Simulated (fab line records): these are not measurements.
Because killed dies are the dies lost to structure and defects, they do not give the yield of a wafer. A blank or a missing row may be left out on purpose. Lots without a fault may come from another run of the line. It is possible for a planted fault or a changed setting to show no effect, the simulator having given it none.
fab line records	flow sky130
record lots=12	wafers=36	lastDay=50
route steps=708 shown GATE_OXIDE@197 LDD_N@246 LDD_P@262 PAD_OPEN@708
lots that met no fault: from a run of the same line without faults
startH: hours from the record's first day to the start of the lot's first wafer shown	waitH: hours since the lot's step before	" repeats the value in the row above	L1.1+2: several wafers, shown together as one row	- either no value or no given start	* or withheld: withheld	< > ~ a bound
route shown NAME@n: names a module that has steps shown in the file, with the first one's number in the route	usual: mean/standard deviation taken from wafers without a fault	same: alike in all rows	chamber/n: place in a boat	sites: readings site by site	_std_site: standard deviation of those values	_edge_site: the outer-site mean with the inner-site mean subtracted	radiusMm: for every site, how far away it sits from the centre of the wafer	mask NAME#n: copy n	behind: the last tool/chamber to shape the wafer	hold: the reason the lot was held/the length of the hold in hours/how it ended	device: the n, p or np transistor that did not switch	end of line: the tests these same wafers got at the end of their route	step lacking rows: just its recipe	killed: not the wafer's yield, but the dies lost to structure and defects at the first sort	map: shows each die of a wafer: x if killed, . if not, _ if none is there
set.NAME: the setting the step ran with; set.NAME@STEP: the setting that earlier step ran with	model.NAME: the simulator's own value behind a step, which no gauge read
the route's steps for a sample of lots (tables are steps, rows are wafers)
services: from which hour (startH, from the record's first day; less than 0 if before it) a tool's chamber was out of use, for how many hours, and why
## steps
# step SKY_GATE_OXIDE_OVL_MEAS_10
# usual GATE_OXIDE_OVL=-0.5/1.3
lot.wafer	tool	chamber	startH	waitH	GATE_OXIDE_OVL[nm]
L221.1	overlay-02	-	297.90	0.1	-1.6
L221.3	"	-	"	"	0.0
L221.5	"	-	"	"	-0.2
L222.3	overlay-02	-	314.59	0.1	0.3
L222.4	"	-	"	"	-0.3
L222.5	"	-	"	"	0.1
L226.1	overlay-01	-	367.40	0.1	-0.8
L226.3	"	-	"	"	0.8
L226.5	"	-	"	"	-0.4
L225.3	overlay-01	-	370.50	0.1	-0.8
L225.4	"	-	"	"	-1.6
L225.6	"	-	"	"	-0.6
L228.1	overlay-01	-	374.35	0.1	-2.1
L228.4	"	-	"	"	-1.3
L228.6	"	-	"	"	-0.8
L229.2	overlay-02	-	380.65	0.1	-0.2
L229.3	"	-	"	"	-1.9
L229.5	"	-	"	"	-1.5
L234.1	overlay-01	-	422.83	0.1	-3.3
L234.5	"	-	"	"	-3.1
L234.6	"	-	"	"	-3.5
L237.4	overlay-02	-	439.00	0.1	0.1
L237.5	"	-	"	"	-0.7
L237.6	"	-	"	"	-1.1
L238.2	overlay-01	-	450.53	0.1	1.1
L238.4	"	-	"	"	-0.7
L238.5	"	-	"	"	-0.4
L242.1	overlay-02	-	491.43	0.1	-0.5
L242.4	"	-	"	"	-1.9
L242.6	"	-	"	"	1.0
L243.3	overlay-02	-	496.60	0.1	-0.2
L243.4	"	-	"	"	0.8
L243.5	"	-	"	"	0.6
L244.2	overlay-02	-	503.90	0.1	-0.8
L244.3	"	-	"	"	-1.1
L244.5	"	-	"	"	0.1
# step SKY_LDD_N_IMPLANT_09
# recipe species=As	energyKev=20	doseCm2=7.5e+13	tiltDeg=withheld	rotationDeg=113
# usual beamEnergyKeV=19.999/0.0063	rotationDeg=113.00/0.034
lot.wafer	tool	chamber	startH	waitH	beamEnergyKeV	rotationDeg
L221.1	implanter-02	0	389.88	0.1	20.004	113.01
L221.3	"	0	"	"	19.997	112.99
L221.5	"	0	"	"	20.003	113.00
L222.3	implanter-02	0	406.38	0.1	19.989	113.02
L222.4	"	0	"	"	19.990	113.00
L222.5	"	0	"	"	19.990	113.00
L226.1	implanter-03	0	471.08	0.1	19.998	113.07
L226.3	"	0	"	"	20.004	113.05
L226.5	"	0	"	"	19.995	113.05
L225.3	implanter-02	0	471.43	0.1	19.999	112.98
L225.4	"	0	"	"	20.001	112.95
L225.6	"	0	"	"	19.998	112.92
L228.1	implanter-02	0	473.88	0.1	20.000	113.01
L228.4	"	0	"	"	20.001	113.01
L228.6	"	0	"	"	20.005	113.02
L229.2	implanter-02	0	481.66	0.1	20.007	113.01
L229.3	"	0	"	"	20.006	113.01
L229.5	"	0	"	"	20.008	112.99
L234.1	implanter-03	0	521.26	0.1	20.001	112.99
L234.5	"	0	"	"	20.004	112.99
L234.6	"	0	"	"	20.005	113.04
L234.1	implanter-03	0	521.58	0.3	20.000	113.00
L234.5	"	0	"	"	20.004	112.97
L234.6	"	0	"	"	20.007	113.02
L237.4	implanter-04	0	537.44	0.1	20.000	113.08
L237.5	"	0	"	"	19.996	113.05
L237.6	"	0	"	"	20.000	112.98
L237.4	implanter-04	0	537.75	0.3	19.990	113.00
L237.5	"	0	"	"	20.000	113.03
L237.6	"	0	"	"	19.994	112.97
L238.2	implanter-03	0	549.34	0.1	20.002	112.97
L238.4	"	0	"	"	20.003	113.00
L238.5	"	0	"	"	19.996	113.03
L238.2	implanter-03	0	549.65	0.3	20.007	112.98
L238.4	"	0	"	"	20.006	113.01
L238.5	"	0	"	"	20.013	113.00
L242.1	implanter-02	0	587.56	0.1	19.993	113.02
L242.4	"	0	"	"	19.999	113.03
L242.6	"	0	"	"	19.992	113.06
L243.3	implanter-04	0	593.23	0.1	19.990	112.94
L243.4	"	0	"	"	19.998	113.01
L243.5	"	0	"	"	19.993	112.98
L244.2	implanter-02	0	610.21	0.1	19.997	113.05
L244.3	"	0	"	"	20.005	113.04
L244.5	"	0	"	"	19.996	113.00
# step SKY_LDD_N_STRIP_16
# recipe chemistry=O2/N2	powerW=1400	pressureMtorr=1500	platenTempC=withheld	o2FlowSccm=3000	n2FlowSccm=300	overashFraction=0.5
# usual drypumpMotorCurrentA=5.8/0.34	oesProductAu=0.406/0.0045	stripTimeToEndpointS=4.315/0.013
# same overashFraction=0.5
lot.wafer	tool	chamber	startH	waitH	drypumpMotorCurrentA	oesProductAu	rfHoursCounterH	stripTimeToEndpointS
L221.1	plasmaAsher-02	0	390.93	0.1	5.2	0.414	71	4.296
L221.3	"	0	"	"	5.1	0.415	-	4.279
L221.5	"	0	"	"	5.1	0.414	-	4.287
L222.3	plasmaAsher-03	1	407.41	0.1	5.8	0.399	-	4.307
L222.4	"	0	"	"	6.2	0.407	-	4.309
L222.5	"	0	"	"	6.2	0.406	-	4.315
L226.1	plasmaAsher-03	1	472.13	0.1	5.8	0.406	65	4.309
L226.3	"	1	"	"	5.8	0.408	-	4.312
L226.5	"	1	"	"	5.8	0.415	-	4.326
L225.3	plasmaAsher-01	0	472.47	0.1	5.6	0.402	-	4.307
L225.4	"	1	"	"	5.8	0.411	-	4.301
L225.6	"	1	"	"	5.8	0.401	-	4.316
L228.1	plasmaAsher-02	1	474.93	0.1	5.9	0.417	80	4.327
L228.4	"	1	"	"	5.9	0.407	-	4.309
L228.6	"	1	"	"	5.8	0.412	-	4.337
L229.2	plasmaAsher-02	1	482.68	0.1	5.9	0.410	81	4.317
L229.3	"	0	"	"	5.2	0.406	-	4.333
L229.5	"	1	"	"	5.9	0.404	-	4.325
L234.1	plasmaAsher-03	1	522.63	0.1	5.8	0.399	71	4.526
L234.5	"	0	"	"	6.2	0.403	-	4.533
L234.6	"	1	"	"	5.8	0.411	-	4.539
L237.4	plasmaAsher-03	1	538.76	0.1	5.8	0.412	-	4.527
L237.5	"	1	"	"	5.8	0.403	-	4.524
L237.6	"	0	"	"	6.2	0.410	-	4.539
L238.2	plasmaAsher-01	0	550.68	0.1	5.6	0.400	13	4.529
L238.4	"	1	"	"	5.9	0.403	-	4.525
L238.5	"	0	"	"	5.6	0.403	-	4.539
L242.1	plasmaAsher-02	1	588.61	0.1	5.8	0.408	92	4.306
L242.4	"	0	"	"	5.1	0.398	-	4.331
L242.6	"	1	"	"	5.8	0.406	-	4.320
L243.3	plasmaAsher-03	0	594.27	0.1	6.2	0.422	-	4.334
L243.4	"	1	"	"	5.8	0.401	-	4.319
L243.5	"	1	"	"	5.8	0.407	-	4.314
L244.2	plasmaAsher-02	0	611.23	0.1	5.2	0.412	94	4.331
L244.3	"	1	"	"	5.9	0.403	-	4.308
L244.5	"	0	"	"	5.2	0.408	-	4.318
# step SKY_LDD_N_TW_MEAS_17
# usual LDD_N_TW=2596/18
lot.wafer	tool	chamber	startH	waitH	LDD_N_TW
L221.1	filmMetro-01	-	391.03	0.1	2599
L221.3	"	-	"	"	2595
L221.5	"	-	"	"	2603
L222.3	filmMetro-04	-	407.50	0.1	2596
L222.4	"	-	"	"	2595
L222.5	"	-	"	"	2607
L226.1	filmMetro-01	-	472.23	0.1	2607
L226.3	"	-	"	"	2619
L226.5	"	-	"	"	2632
L225.3	filmMetro-04	-	472.55	0.1	2595
L225.4	"	-	"	"	2602
L225.6	"	-	"	"	2582
L228.1	filmMetro-01	-	475.03	0.1	2628
L228.4	"	-	"	"	2622
L228.6	"	-	"	"	2609
L229.2	filmMetro-03	-	482.79	0.1	2571
L229.3	"	-	"	"	2595
L229.5	"	-	"	"	2577
L234.1	filmMetro-03	-	522.73	0.1	2692
L234.5	"	-	"	"	2665
L234.6	"	-	"	"	2694
L237.4	filmMetro-03	-	538.87	0.1	2683
L237.5	"	-	"	"	2672
L237.6	"	-	"	"	2675
L238.2	filmMetro-03	-	550.79	0.1	2701
L238.4	"	-	"	"	2694
L238.5	"	-	"	"	2674
L242.1	filmMetro-01	-	588.71	0.1	2605
L242.4	"	-	"	"	2616
L242.6	"	-	"	"	2623
L243.3	filmMetro-03	-	594.35	0.1	2582
L243.4	"	-	"	"	2577
L243.5	"	-	"	"	2573
L244.2	filmMetro-04	-	611.34	0.1	2603
L244.3	"	-	"	"	2595
L244.5	"	-	"	"	2614
# step SKY_LDD_P_CD_MEAS_07
# recipe targetCdNm=380
# usual cdNm=379.5/2.3
lot.wafer	tool	chamber	startH	waitH	cdNm
L221.1	cdSem-02	-	420.68	0.1	380.1
L221.3	"	-	"	"	378.0
L221.5	"	-	"	"	377.9
L222.3	cdSem-01	-	437.47	0.1	375.7
L222.4	"	-	"	"	376.6
L222.5	"	-	"	"	378.4
L226.1	cdSem-02	-	502.93	0.1	382.9
L226.3	"	-	"	"	382.6
L226.5	"	-	"	"	382.5
L225.3	cdSem-02	-	503.27	0.1	379.0
L225.4	"	-	"	"	379.3
L225.6	"	-	"	"	376.8
L228.1	cdSem-02	-	505.58	0.1	379.6
L228.4	"	-	"	"	376.6
L228.6	"	-	"	"	377.5
L229.2	cdSem-02	-	512.85	0.1	379.1
L229.3	"	-	"	"	381.6
L229.5	"	-	"	"	383.8
L234.1	cdSem-02	-	551.30	0.1	378.3
L234.5	"	-	"	"	380.2
L234.6	"	-	"	"	378.8
L237.4	cdSem-01	-	568.39	0.1	377.6
L237.5	"	-	"	"	377.5
L237.6	"	-	"	"	378.4
L238.2	cdSem-02	-	580.00	0.1	384.5
L238.4	"	-	"	"	383.7
L238.5	"	-	"	"	378.9
L242.1	cdSem-01	-	618.38	0.1	379.5
L242.4	"	-	"	"	379.7
L242.6	"	-	"	"	379.9
L243.3	cdSem-02	-	623.79	0.1	379.4
L243.4	"	-	"	"	381.3
L243.5	"	-	"	"	378.0
L244.2	cdSem-01	-	640.87	0.1	380.4
L244.3	"	-	"	"	380.5
L244.5	"	-	"	"	379.3
# step SKY_LDD_P_OVL_MEAS_08
# usual LDD_P_OVL=-0.5/1.2
lot.wafer	tool	chamber	startH	waitH	LDD_P_OVL[nm]
L221.1	overlay-02	-	420.80	0.1	-1.3
L221.3	"	-	"	"	-0.2
L221.5	"	-	"	"	-1.9
L222.3	overlay-01	-	437.56	0.1	-0.8
L222.4	"	-	"	"	-0.1
L222.5	"	-	"	"	-0.7
L226.1	overlay-02	-	503.05	0.1	3.0
L226.3	"	-	"	"	2.2
L226.5	"	-	"	"	2.2
L225.3	overlay-02	-	503.37	0.1	-1.1
L225.4	"	-	"	"	-2.6
L225.6	"	-	"	"	-1.6
L228.1	overlay-02	-	505.70	0.1	-1.0
L228.4	"	-	"	"	-0.5
L228.6	"	-	"	"	-1.9
L229.2	overlay-02	-	512.96	0.1	-0.1
L229.3	"	-	"	"	-2.0
L229.5	"	-	"	"	-0.7
L234.1	overlay-02	-	551.42	0.1	-1.5
L234.5	"	-	"	"	-0.4
L234.6	"	-	"	"	-2.9
L237.4	overlay-01	-	568.47	0.1	-0.4
L237.5	"	-	"	"	0.3
L237.6	"	-	"	"	0.0
L238.2	overlay-02	-	580.10	0.1	0.3
L238.4	"	-	"	"	1.0
L238.5	"	-	"	"	1.2
L242.1	overlay-01	-	618.50	0.1	1.1
L242.4	"	-	"	"	0.4
L242.6	"	-	"	"	0.1
L243.3	overlay-01	-	623.88	0.1	-2.3
L243.4	"	-	"	"	-0.2
L243.5	"	-	"	"	-0.7
L244.2	overlay-01	-	640.97	0.1	-1.4
L244.3	"	-	"	"	-1.9
L244.5	"	-	"	"	-2.9
# step SKY_PAD_OPEN_PROBE_99
# usual killed_at_M0_to_M3=43/7.4	killed_at_M4_up=3.1/1.8	killedAtContacts=26/5.6	killedAtFrontEnd=15/4.9	killedAtOther=0.2/0.44	killedDies=87/10	killedOpen=48/7.6	killedShort=39/6.2
# same grossDies=492	killedAtBackSide=0
lot.wafer	tool	chamber	startH	waitH	killed_at_M0_to_M3	killed_at_M4_up	killedAtContacts	killedAtFrontEnd	killedAtOther	killedDies	killedOpen	killedShort
L221.1	prober-01	-	1063.81	0.1	41	5	34	20	0	100	59	41
L221.3	prober-01	-	1063.91	0.2	47	5	25	23	0	100	58	42
L221.5	prober-01	-	1064.01	0.2	42	2	35	16	1	96	53	43
L222.3	prober-01	-	1087.11	0.2	60	5	23	20	0	108	52	56
L222.4	prober-01	-	1087.16	0.2	51	1	27	12	0	91	51	39
L222.5	prober-01	-	1087.21	0.2	42	0	24	24	0	90	46	44
L225.3	prober-02	-	1121.16	0.2	54	2	26	19	0	101	55	45
L225.4	prober-02	-	1121.21	0.2	42	2	22	9	0	75	43	31
L225.6	prober-02	-	1121.31	0.2	41	1	25	20	0	87	49	38
L226.1	prober-01	-	1121.85	0.1	30	2	30	32	0	94	57	35
L226.3	prober-01	-	1121.95	0.2	40	3	19	27	0	89	46	41
L226.5	prober-01	-	1122.05	0.2	30	1	31	15	1	78	42	35
L228.1	prober-02	-	1122.56	0.1	32	6	31	20	0	89	46	43
L228.4	prober-02	-	1122.71	0.2	30	2	23	17	1	73	35	37
L228.6	prober-02	-	1122.81	0.2	48	3	15	19	0	85	43	42
L229.2	prober-02	-	1128.96	0.1	33	3	20	13	0	69	37	32
L229.3	prober-02	-	1129.01	0.2	56	1	27	25	0	109	67	41
L229.5	prober-02	-	1129.11	0.2	42	4	28	18	0	92	49	41
L234.1	prober-02	-	1153.07	0.1	36	5	20	15	0	76	37	39
L234.5	prober-02	-	1153.27	0.2	50	5	19	9	0	83	44	39
L234.6	prober-02	-	1153.32	0.2	49	3	28	17	1	98	59	39
L237.4	prober-01	-	1163.03	0.2	49	3	33	11	0	96	52	44
L237.5	prober-01	-	1163.08	0.2	46	4	21	21	0	92	62	30
L237.6	prober-01	-	1163.13	0.2	49	2	36	15	1	103	58	44
L238.2	prober-02	-	1169.21	0.1	55	2	21	17	0	95	50	45
L238.4	prober-02	-	1169.31	0.2	47	1	28	14	0	90	54	36
L238.5	prober-02	-	1169.36	0.2	42	2	23	13	0	80	42	38
L242.1	prober-01	-	1189.44	0.1	33	4	19	8	0	64	35	29
L242.4	prober-01	-	1189.59	0.2	41	4	25	13	0	83	46	37
L242.6	prober-01	-	1189.69	0.2	45	2	40	7	0	94	53	41
L243.3	prober-02	-	1194.77	0.2	41	4	20	9	0	74	43	31
L243.4	prober-02	-	1194.82	0.2	35	1	17	15	0	68	40	28
L243.5	prober-02	-	1194.87	0.2	50	1	14	14	0	79	39	40
L244.2	prober-01	-	1201.65	0.1	45	3	34	11	0	93	54	39
L244.3	prober-01	-	1201.70	0.2	43	1	26	10	0	80	46	34
L244.5	prober-01	-	1201.80	0.2	40	3	19	14	0	76	43	32
# killed by level:class
L221.1 CONTACT:geometricParticle:open=24 VIA1:geometricParticle:short=7 POLY_GATE:geometricParticle:short=6 VIA2:geometricParticle:open=6 METAL2:geometricParticle:short=6 VIA3:geometricParticle:open=4 SPACER:geometricParticle:open=4 CONTACT:geometricParticle:short=4
L221.3 VIA1:geometricParticle:open=11 CONTACT:geometricParticle:open=10 VIA3:geometricParticle:open=9 LI_CONTACT:geometricParticle:open=7 FIELD_ISO:geometricParticle:short=6 FIELD_ISO:geometricParticle:open=6 VIA2:geometricParticle:open=6 CONTACT:geometricParticle:short=5
L221.5 CONTACT:geometricParticle:open=15 VIA1:geometricParticle:open=12 LOCAL_INTERCONNECT:geometricParticle:short=7 FIELD_ISO:geometricParticle:short=5 CONTACT:geometricParticle:short=5 VIA3:geometricParticle:open=5 LI_CONTACT:geometricParticle:short=4 VIA1:geometricParticle:short=4
L222.3 VIA2:geometricParticle:open=10 VIA1:geometricParticle:open=10 METAL1:geometricParticle:short=8 VIA1:geometricParticle:short=8 CONTACT:geometricParticle:open=7 METAL2:geometricParticle:short=7 VIA3:geometricParticle:open=7 POLY_GATE:geometricParticle:short=6
L222.4 LI_CONTACT:geometricParticle:open=12 CONTACT:geometricParticle:open=10 FIELD_ISO:geometricParticle:open=7 METAL2:geometricParticle:short=7 METAL1:geometricParticle:short=6 VIA3:geometricParticle:open=6 VIA1:geometricParticle:open=5 VIA1:geometricParticle:short=5
L222.5 CONTACT:geometricParticle:open=11 FIELD_ISO:geometricParticle:short=8 VIA1:geometricParticle:open=8 VIA1:geometricParticle:short=7 METAL1:geometricParticle:short=7 LI_CONTACT:geometricParticle:open=6 POLY_GATE:geometricParticle:short=5 POLY_GATE:geometricParticle:open=4
L225.3 VIA1:geometricParticle:open=13 VIA2:geometricParticle:open=9 CONTACT:geometricParticle:open=8 VIA3:geometricParticle:open=7 METAL1:geometricParticle:short=7 FIELD_ISO:geometricParticle:short=6 LI_CONTACT:geometricParticle:open=6 CONTACT:geometricParticle:short=6
L225.4 VIA1:geometricParticle:open=10 CONTACT:geometricParticle:open=9 VIA2:geometricParticle:open=8 LI_CONTACT:geometricParticle:open=6 METAL1:geometricParticle:short=4 LOCAL_INTERCONNECT:geometricParticle:short=4 VIA3:geometricParticle:open=4 VIA2:geometricParticle:short=4
L225.6 CONTACT:geometricParticle:open=11 FIELD_ISO:geometricParticle:short=9 VIA1:geometricParticle:open=9 VIA2:geometricParticle:open=9 LI_CONTACT:geometricParticle:open=7 METAL1:geometricParticle:short=6 VIA1:geometricParticle:short=5 CONTACT:geometricParticle:short=4
L226.1 CONTACT:geometricParticle:open=14 FIELD_ISO:geometricParticle:open=10 VIA2:geometricParticle:open=8 LOCAL_INTERCONNECT:geometricParticle:short=7 POLY_GATE:geometricParticle:open=5 VIA3:geometricParticle:open=5 FIELD_ISO:geometricParticle:short=4 POLY_GATE:geometricParticle:short=4
L226.3 VIA2:geometricParticle:open=8 FIELD_ISO:geometricParticle:open=6 LI_CONTACT:geometricParticle:open=6 VIA1:geometricParticle:open=6 METAL2:geometricParticle:short=6 FIELD_ISO:geometricParticle:short=5 POLY_GATE:geometricParticle:open=5 CONTACT:geometricParticle:open=5
L226.5 CONTACT:geometricParticle:open=12 LI_CONTACT:geometricParticle:open=11 FIELD_ISO:geometricParticle:short=9 VIA2:geometricParticle:open=7 CONTACT:geometricParticle:short=5 METAL2:geometricParticle:short=5 VIA2:geometricParticle:short=3 VIA1:geometricParticle:open=3
L228.1 CONTACT:geometricParticle:open=12 POLY_GATE:geometricParticle:short=7 LI_CONTACT:geometricParticle:open=7 VIA1:geometricParticle:open=7 FIELD_ISO:geometricParticle:short=5 LOCAL_INTERCONNECT:geometricParticle:short=5 VIA2:geometricParticle:open=5 METAL4:geometricParticle:short=5
L228.4 LI_CONTACT:geometricParticle:open=8 VIA1:geometricParticle:short=7 VIA1:geometricParticle:open=7 VIA3:geometricParticle:open=7 LOCAL_INTERCONNECT:geometricParticle:short=5 CONTACT:geometricParticle:short=5 FIELD_ISO:geometricParticle:short=4 CONTACT:geometricParticle:open=4
L228.6 VIA1:geometricParticle:open=10 VIA2:geometricParticle:open=9 VIA3:geometricParticle:open=8 FIELD_ISO:geometricParticle:short=7 VIA1:geometricParticle:short=7 CONTACT:geometricParticle:open=7 LOCAL_INTERCONNECT:geometricParticle:short=4 VIA3:geometricParticle:short=4
L229.2 VIA1:geometricParticle:open=10 CONTACT:geometricParticle:open=9 VIA1:geometricParticle:short=6 FIELD_ISO:geometricParticle:open=4 CONTACT:geometricParticle:short=4 METAL1:geometricParticle:short=4 VIA2:geometricParticle:open=4 VIA3:geometricParticle:open=4
L229.3 VIA1:geometricParticle:open=12 CONTACT:geometricParticle:open=9 POLY_GATE:geometricParticle:open=9 METAL3:geometricParticle:short=8 LI_CONTACT:geometricParticle:open=7 VIA3:geometricParticle:open=7 VIA1:geometricParticle:short=6 FIELD_ISO:geometricParticle:open=5
L229.5 VIA1:geometricParticle:open=13 CONTACT:geometricParticle:open=12 METAL2:geometricParticle:short=7 VIA3:geometricParticle:open=5 FIELD_ISO:geometricParticle:short=4 FIELD_ISO:geometricParticle:open=4 POLY_GATE:geometricParticle:short=4 LOCAL_INTERCONNECT:geometricParticle:short=4
L234.1 VIA3:geometricParticle:open=12 CONTACT:geometricParticle:open=7 FIELD_ISO:geometricParticle:short=5 FIELD_ISO:geometricParticle:open=4 POLY_GATE:geometricParticle:short=4 LOCAL_INTERCONNECT:geometricParticle:short=4 VIA1:geometricParticle:open=4 METAL2:geometricParticle:short=4
L234.5 VIA1:geometricParticle:open=12 VIA2:geometricParticle:open=8 METAL2:geometricParticle:short=7 CONTACT:geometricParticle:open=6 METAL1:geometricParticle:short=5 VIA2:geometricParticle:short=4 LOCAL_INTERCONNECT:geometricParticle:short=4 CONTACT:geometricParticle:short=4
L234.6 VIA2:geometricParticle:open=12 CONTACT:geometricParticle:open=11 VIA1:geometricParticle:open=8 LI_CONTACT:geometricParticle:open=7 VIA3:geometricParticle:open=6 FIELD_ISO:geometricParticle:open=5 METAL2:geometricParticle:short=5 CONTACT:geometricParticle:short=5
L237.4 CONTACT:geometricParticle:short=11 VIA3:geometricParticle:open=11 VIA1:geometricParticle:open=11 LI_CONTACT:geometricParticle:open=7 LOCAL_INTERCONNECT:geometricParticle:short=6 CONTACT:geometricParticle:open=6 VIA2:geometricParticle:open=6 METAL1:geometricParticle:short=5
L237.5 VIA1:geometricParticle:open=16 POLY_GATE:geometricParticle:open=10 VIA2:geometricParticle:open=9 CONTACT:geometricParticle:open=8 VIA3:geometricParticle:open=7 FIELD_ISO:geometricParticle:open=6 LI_CONTACT:geometricParticle:open=6 VIA1:geometricParticle:short=4
L237.6 CONTACT:geometricParticle:open=15 VIA1:geometricParticle:open=12 VIA2:geometricParticle:open=9 VIA3:geometricParticle:open=8 LI_CONTACT:geometricParticle:open=7 LI_CONTACT:geometricParticle:short=6 VIA1:geometricParticle:short=6 POLY_GATE:geometricParticle:short=5
L238.2 VIA1:geometricParticle:open=18 METAL2:geometricParticle:short=8 CONTACT:geometricParticle:short=7 METAL1:geometricParticle:short=7 VIA1:geometricParticle:short=7 CONTACT:geometricParticle:open=6 FIELD_ISO:geometricParticle:short=4 POLY_GATE:geometricParticle:open=4
L238.4 VIA1:geometricParticle:open=12 CONTACT:geometricParticle:open=10 VIA2:geometricParticle:open=10 LOCAL_INTERCONNECT:geometricParticle:short=7 METAL2:geometricParticle:short=6 FIELD_ISO:geometricParticle:open=4 LI_CONTACT:geometricParticle:open=4 CONTACT:geometricParticle:short=4
L238.5 VIA1:geometricParticle:open=8 VIA2:geometricParticle:open=8 CONTACT:geometricParticle:open=7 VIA3:geometricParticle:open=6 CONTACT:geometricParticle:short=5 VIA1:geometricParticle:short=5 LI_CONTACT:geometricParticle:open=4 LOCAL_INTERCONNECT:geometricParticle:short=4
L242.1 LI_CONTACT:geometricParticle:open=10 VIA3:geometricParticle:open=7 VIA1:geometricParticle:short=6 CONTACT:geometricParticle:open=5 VIA1:geometricParticle:open=5 METAL2:geometricParticle:short=5 VIA2:geometricParticle:open=4 METAL4:geometricParticle:short=4
L242.4 CONTACT:geometricParticle:open=9 LI_CONTACT:geometricParticle:open=8 VIA1:geometricParticle:open=8 VIA3:geometricParticle:open=7 METAL2:geometricParticle:short=6 METAL1:geometricParticle:short=5 VIA2:geometricParticle:open=5 LOCAL_INTERCONNECT:geometricParticle:short=4
L242.6 LI_CONTACT:geometricParticle:open=12 CONTACT:geometricParticle:open=11 VIA3:geometricParticle:open=8 VIA1:geometricParticle:open=7 CONTACT:geometricParticle:short=7 METAL2:geometricParticle:short=7 LOCAL_INTERCONNECT:geometricParticle:short=5 VIA2:geometricParticle:open=5
L243.3 VIA1:geometricParticle:open=9 LI_CONTACT:geometricParticle:open=7 VIA2:geometricParticle:open=7 CONTACT:geometricParticle:open=6 METAL2:geometricParticle:short=6 METAL1:geometricParticle:short=5 VIA1:geometricParticle:short=5 POLY_GATE:geometricParticle:open=4
L243.4 VIA2:geometricParticle:open=8 VIA1:geometricParticle:open=7 LI_CONTACT:geometricParticle:open=5 LOCAL_INTERCONNECT:geometricParticle:short=5 METAL1:geometricParticle:short=4 VIA3:geometricParticle:open=4 FIELD_ISO:geometricParticle:open=3 POLY_GATE:geometricParticle:short=3
L243.5 VIA3:geometricParticle:open=10 VIA3:geometricParticle:short=7 VIA2:geometricParticle:short=7 LI_CONTACT:geometricParticle:open=6 METAL1:geometricParticle:short=6 VIA1:geometricParticle:open=6 METAL2:geometricParticle:short=6 CONTACT:geometricParticle:open=5
L244.2 CONTACT:geometricParticle:open=14 VIA2:geometricParticle:open=9 LI_CONTACT:geometricParticle:open=8 VIA1:geometricParticle:open=7 METAL1:geometricParticle:short=6 METAL2:geometricParticle:short=6 CONTACT:geometricParticle:short=5 VIA3:geometricParticle:open=5
L244.3 CONTACT:geometricParticle:open=11 LI_CONTACT:geometricParticle:open=9 VIA1:geometricParticle:open=8 VIA3:geometricParticle:short=8 METAL1:geometricParticle:short=5 VIA2:geometricParticle:open=5 VIA2:geometricParticle:short=4 VIA3:geometricParticle:open=4
L244.5 CONTACT:geometricParticle:open=9 VIA1:geometricParticle:open=9 METAL2:geometricParticle:short=8 LI_CONTACT:geometricParticle:open=7 METAL1:geometricParticle:short=6 FIELD_ISO:geometricParticle:short=5 POLY_GATE:geometricParticle:open=5 VIA2:geometricParticle:open=4
## services
tool	chamber	startH	hours	kind
implanter-04	-	397.41	25.2	repair
plasmaAsher-03	-	417.98	2.8	pm
plasmaAsher-01	-	421.25	9.0	pm
plasmaAsher-01	0	421.25	9.0	ventCycle
plasmaAsher-01	1	421.25	9.0	ventCycle
plasmaAsher-01	0	430.25	-	clean
plasmaAsher-01	1	430.25	-	clean
plasmaAsher-01	-	450.24	2.9	repair
implanter-03	-	452.63	3.2	pm
plasmaAsher-02	-	471.75	1.2	repair
implanter-04	-	512.49	4.1	pm
implanter-02	-	522.19	1.1	repair
implanter-02	-	527.12	5.6	repair
plasmaAsher-01	-	551.75	12.5	repair
implanter-04	-	556.43	0.7	repair
implanter-04	-	567.53	10.3	repair
implanter-02	-	567.93	3.8	pm
implanter-03	-	569.74	4.8	repair
implanter-04	-	581.12	3.4	pm
implanter-04	-	588.09	2.3	repair
implanter-03	-	590.13	2.3	repair
implanter-04	-	598.46	15.0	pm
## key
firstSign step=SKY_LDD_N_IMPLANT_09	reading=visit	direction=added
effect step=SKY_LDD_N_STRIP_16	reading=stripTimeToEndpointS	direction=up	sigmas=16	usual=*	struck=*
effect step=SKY_LDD_N_TW_MEAS_17	reading=LDD_N_TW	direction=up	sigmas=4.7	usual=2596	struck=2683
metAt SKY_LDD_N_IMPLANT_09
struckLots L234,L237,L238
testerLeftOut L234,L237,L238
notActingAt SKY_GATE_OXIDE_OVL_MEAS_10,SKY_LDD_P_CD_MEAS_07,SKY_LDD_P_OVL_MEAS_08
fault kind=repeatedStepWhole	tool=implanter-02,implanter-03,implanter-04	chamber=-	onsetH=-	steps=SKY_LDD_N_IMPLANT_09	times=1	scope=struckLotsOnly
# testerLeftOut: of these lots the tester's yield and bins aren't shown, on N5 and GAA mostly nor the transistor test; their killed dies are dies lost to structure and defects alone, not to doping, threshold or leakage, so they don't give the yield
